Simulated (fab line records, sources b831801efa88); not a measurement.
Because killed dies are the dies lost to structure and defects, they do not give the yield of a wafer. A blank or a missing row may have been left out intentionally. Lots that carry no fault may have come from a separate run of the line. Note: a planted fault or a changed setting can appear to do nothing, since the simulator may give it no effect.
Which of the tools did it? -- flow gf180mcu -- 39 wafers from 13 lots sampled at 4 of the route's 602 steps

WHAT EACH GAUGE READ, for each wafer
GF_STI_BOW_MEAS_00. Usual: for INCOMING_BOW the level is -1 um and the standard deviation is 6.4.
lot,measured,on,INCOMING_BOW (um),flag
L185,day 1 10:01,film-metro-03,-9 1 -4,
L187,day 1 20:00,film-metro-04,1 0 -12,
L188,day 2 01:00,film-metro-02,13 8 -4,
L190,day 2 11:00,film-metro-02,4 -5 -5,
L191,day 2 16:00,film-metro-03,4 6 -5,
L192,day 2 21:01,film-metro-04,1 18 6,
L193,day 3 02:00,film-metro-04,4 -5 -1,
L194,day 3 07:00,film-metro-04,-4 0 -6,
L195,day 3 12:01,film-metro-04,-2 0 -9,
L197,day 3 22:00,film-metro-03,9 5 -2,
L199,day 4 08:00,film-metro-04,-10 -1 1,
L204,day 5 09:00,film-metro-03,9 -8 0,
L208,day 6 05:04,film-metro-04,-1 2 3,

GF_V1_RS_MEAS_24: measurement is done with a four-point probe. Usual: for V1_W_RS the level is 0.3264 ohm/sq and the standard deviation is 0.0029.
lot,measured,on,V1_W_RS (ohm/sq),flag
L185,day 18 03:20,film-metro-04,0.3263 0.3275 0.3246,
L187,day 19 02:01,film-metro-02,0.3307 0.3296 0.3312,
L188,day 19 07:50,film-metro-03,0.3326 0.3315 0.3279,
L190,day 19 22:33,film-metro-04,0.3295 0.3268 0.3274,
L191,day 20 12:50,film-metro-02,0.3275 0.3256 0.3276,
L192,day 21 00:24,film-metro-04,0.3242 0.3260 0.3249,
L193,day 21 05:47,film-metro-03,0.3270 0.3241 0.3244,
L194,day 21 09:44,film-metro-03,0.3261 0.3304 0.3233,
L195,day 22 02:43,film-metro-04,0.3267 0.3277 0.3284,
L197,day 23 00:10,film-metro-04,0.3220 0.3210 0.3197,
L199,day 23 15:40,film-metro-03,0.3204 0.3255 0.3257,
L204,day 25 05:34,film-metro-03,0.3234 0.3298 0.3297,
L208,day 26 06:33,film-metro-04,0.3281 0.3282 0.3319,

GF_V2_BOW_MEAS_05. Usual: for V2_BOW the level is 102 um and the standard deviation is 8.6.
lot,measured,on,V2_BOW (um),flag
L185,day 19 05:16,film-metro-02,97 109 103,
L187,day 20 04:04,film-metro-03,98 97 85,
L188,day 20 09:53,film-metro-02,122 119 105,
L190,day 21 01:28,film-metro-02,116 106 105,
L191,day 21 14:35,film-metro-02,101 104 90,
L192,day 22 02:30,film-metro-02,105 122 110,
L193,day 22 07:46,film-metro-02,109 101 102,
L194,day 22 10:53,film-metro-01,94 100 93,
L195,day 23 04:31,film-metro-02,109 108 100,
L197,day 24 00:07,film-metro-03,109 105 97,
L199,day 24 15:35,film-metro-03,84 92 97,
L204,day 26 04:57,film-metro-01,108 90 97,
L208,day 27 05:08,film-metro-02,102 106 106,

WHICH TOOL RAN EACH LOT (tool, then ch and the chambers of the sampled wafers, then the start)
lot,GF_NWELL_EXPOSE_04
L185,"iline-stepper-02 ch 0, day 3 01:10"
L187,"iline-stepper-02 ch 0, day 3 12:58"
L188,"iline-stepper-01 ch 0, day 3 16:38"
L190,"iline-stepper-02 ch 0, day 4 03:10"
L191,"iline-stepper-01 ch 0, day 4 09:46"
L192,"iline-stepper-01 ch 0, day 4 13:50"
L193,"iline-stepper-01 ch 0, day 4 19:30"
L194,"iline-stepper-02 ch 0, day 5 00:35"
L195,"iline-stepper-01 ch 0, day 5 08:18"
L197,"iline-stepper-01 ch 0, day 5 19:25"
L199,"iline-stepper-01 ch 0, day 6 07:17"
L204,"iline-stepper-02 ch 0, day 7 09:19"
L208,"iline-stepper-01 ch 0, day 8 06:13"
- GF_NWELL_EXPOSE_04: exposes mask Nwell, target cd 860 nm.

AS READ BY THE TOOLS THEMSELVES (means over the sampled wafers that have a number; for cases with no such wafer, the mark the record gives instead)
GF_NWELL_EXPOSE_04. Usual: exposure-dose-mJ-cm2 260.02, standard deviation 0.24; reticle-temp-C 22.99 C, standard deviation 0.11.
lot,tool,exposure-dose-mJ-cm2,reticle-temp-C (C),flag
L185,iline-stepper-02,260.06,23.04,
L187,iline-stepper-02,260.14,22.90,
L188,iline-stepper-01,259.65,23.05,
L190,iline-stepper-02,260.16,22.85,
L191,iline-stepper-01,260.04,22.92,
L192,iline-stepper-01,260.35,23.00,
L193,iline-stepper-01,260.00,23.01,
L194,iline-stepper-02,259.88,23.04,
L195,iline-stepper-01,260.18,23.04,
L197,iline-stepper-01,259.82,22.94,
L199,iline-stepper-01,260.02,22.92,
L204,iline-stepper-02,260.25,23.01,
L208,iline-stepper-01,260.10,22.83,

THE ANSWER, worked out from the rows above alone
Rule: a lot counts as off when the mean over its wafers that have a number is more than 3 standard deviations away from the usual mean. A lot without any number at a reading at which 4 lots or more have one is off too. All remaining lots with rows at the step are treated as sound. The gauges are gone through in route order, then the tools' own readings, and for those a lot's mean is taken as printed above. The first step at which some lot is off is used, and at that step the reading that is off furthest; a lot without a number counts as furthest.
Nothing can be told from this: no lot is off at any reading shown.

WHAT THE SIMULATOR PUT IN
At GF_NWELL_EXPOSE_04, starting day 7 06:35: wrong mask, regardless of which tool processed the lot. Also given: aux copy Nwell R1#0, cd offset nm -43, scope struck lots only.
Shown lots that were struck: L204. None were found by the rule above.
